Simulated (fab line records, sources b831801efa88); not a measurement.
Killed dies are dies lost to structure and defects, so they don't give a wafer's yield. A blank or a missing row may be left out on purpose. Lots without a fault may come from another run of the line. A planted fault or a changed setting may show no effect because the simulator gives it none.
One fault seen from 2 desks | flow gf180mcu | each desk has only its own numbers; what lay behind them comes last

THE TOOL OWNER'S DESK: hdpcvd-02
The tool's own readings at GF_V3_CVD_00 (deposits SiO2, target thk 600 nm, time 100 s): means of the sampled wafers that have a number, for each lot that ran on this tool. A lot is out of limits, marked OUT, if its mean lies more than 4 standard deviations from the usual mean; the brackets give that distance.
Columns: A = sih4_flow_sccm at GF_V3_CVD_00, usual 60.01 sccm
lot  | first seen here | A
L355 | day 21 14:05    | 60.07
L357 | day 22 00:43    | 59.94
L358 | day 22 11:14    | 60.00
L360 | day 23 02:29    | 59.85
L362 | day 23 19:26    | 60.03
L361 | day 23 21:53    | 59.79
L363 | day 24 00:23    | 59.92
L364 | day 24 13:41    | 60.23
L366 | day 25 07:35    | 59.96
L377 | day 28 13:00    | 50.12 (-52) OUT
This desk's finding: out of limits on L377; first on L377, day 28 13:00 (sih4_flow_sccm at GF_V3_CVD_00). In limits: L355, L357, L358, L360, L362, L361, L363, L364, L366.

THE METROLOGY DESK
What the gauges read, lot by lot, whatever tool the lot ran on: means of the sampled wafers that have a number. A lot is out of limits, marked OUT, if its mean lies more than 4 standard deviations from the usual mean; the brackets give that distance.
Columns: A = V1_W_THK at GF_V1_THK_MEAS_25, usual 356 nm; B = M3_ALCU_RS at GF_M3_RS_MEAS_05, usual 0.0693 ohm/sq; C = V3_CVD_00_THK at GF_V3_THK_MEAS_01, usual 598 nm
lot  | first seen here | A   | B      | C
L355 | day 18 09:56    | 359 | 0.0693 | 610
L356 | day 18 11:13    | 356 | 0.0707 | 597
L357 | day 18 20:26    | 358 | 0.0696 | 599
L358 | day 19 07:16    | 358 | 0.0697 | 596
L360 | day 19 22:23    | 363 | 0.0688 | 600
L362 | day 20 17:17    | 355 | 0.0693 | 601
L361 | day 20 19:56    | 362 | 0.0685 | 605
L363 | day 20 22:20    | 358 | 0.0699 | 598
L364 | day 21 13:33    | 360 | 0.0686 | 599
L366 | day 22 08:46    | 363 | 0.0697 | 592
L367 | day 22 16:34    | 354 | 0.0695 | 599
L368 | day 22 20:43    | 349 | 0.0689 | 598
L377 | day 25 19:30    | 352 | 0.0688 | 492 (-15) OUT
This desk's finding: out of limits on L377; first on L377, day 28 13:05 (V3_CVD_00_THK at GF_V3_THK_MEAS_01). In limits: L355, L356, L357, L358, L360, L362, L361, L363, L364, L366, L367, L368.

PUT TOGETHER
The tool owner's desk could have raised an alarm at day 28 13:00, on L377.
The metrology desk could have raised an alarm at day 28 13:05, on L377.
Of the lots named, all ran GF_V3_CVD_00 on hdpcvd-02.

WHAT THE SIMULATOR HAD PUT IN
Process parameter drift: hdpcvd-02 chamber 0, from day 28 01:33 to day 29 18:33, at GF_V3_CVD_00. Setting sih4_flow_sccm, moved by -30, from 60. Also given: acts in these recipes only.
Lots struck among those shown: L377.
Hours from the fault's start to each desk's first reading out of limits: the tool owner's desk, 11; the metrology desk, 12.
